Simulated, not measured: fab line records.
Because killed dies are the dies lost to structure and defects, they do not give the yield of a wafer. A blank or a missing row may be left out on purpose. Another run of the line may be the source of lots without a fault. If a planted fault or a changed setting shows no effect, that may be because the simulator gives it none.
Chamber matching    flow sky130    SKY_METAL4_ETCH_17 on rieDiel-03 has 4 sister chambers
The step etches SiO2 in C4F8/O2/Ar, stops on TiN, time 3.9 s, target depth 15 nm. 16 wafers are shown with their chamber, then 8 later ones without.

WAFERS, EACH WITH ITS CHAMBER
wafer   chamber  oesProductAu (a.u.)
L225.1  2        0.742
L225.2  1        0.761
L225.3  0        0.747
L226.1  3        0.759
L226.4  0        0.757
L226.5  0        0.758
L227.4  3        0.773
L227.5  3        0.767
L227.6  2        0.753
L229.3  0        0.753
L229.5  3        0.741
L229.6  0        0.767
L230.1  0        0.750
L230.3  2        0.748
L230.4  2        0.748
L231.1  0        0.754

SIGNATURES (means of the wafers above)
reading       chamber 0  chamber 1  chamber 2  chamber 3  scatter within a chamber
oesProductAu  0.75514    0.76100    0.74775    0.76000    0.00862
Rule: distance of a wafer from a chamber = root of the sum over the readings of ((wafer's reading minus chamber's mean) / reading's scatter) squared. If the next closest chamber is less than 2 further off than the closest, the wafer can't be placed; otherwise it belongs to the closest. How the scatter is found: for the shown wafers, subtract from each reading the mean of its chamber, square and add these, divide the total by (wafers less chambers), then take the root.

WAFERS WITHOUT THEIR CHAMBER
wafer   oesProductAu (a.u.)
L231.2  0.760
L231.4  0.757
L233.1  0.752
L233.3  0.753
L233.5  0.742
L243.1  0.746
L243.2  0.749
L243.6  0.756

THE CHAMBER EACH PASSED THROUGH
wafer   from the rows above                in truth
L231.2  can't be placed: 3 or 1 or 0 or 2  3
L231.4  can't be placed: 0 or 3 or 1 or 2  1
L233.1  can't be placed: 0 or 2 or 3 or 1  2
L233.3  can't be placed: 0 or 2 or 3 or 1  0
L233.5  can't be placed: 2 or 0 or 3 or 1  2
L243.1  can't be placed: 2 or 0 or 3 or 1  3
L243.2  can't be placed: 2 or 0 or 3 or 1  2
L243.6  can't be placed: 0 or 3 or 1 or 2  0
Correctly placed: 0 of 8. Cannot be placed on the basis of these rows: 8; the candidates contain the true chamber in 8. Placed wrongly: 0.
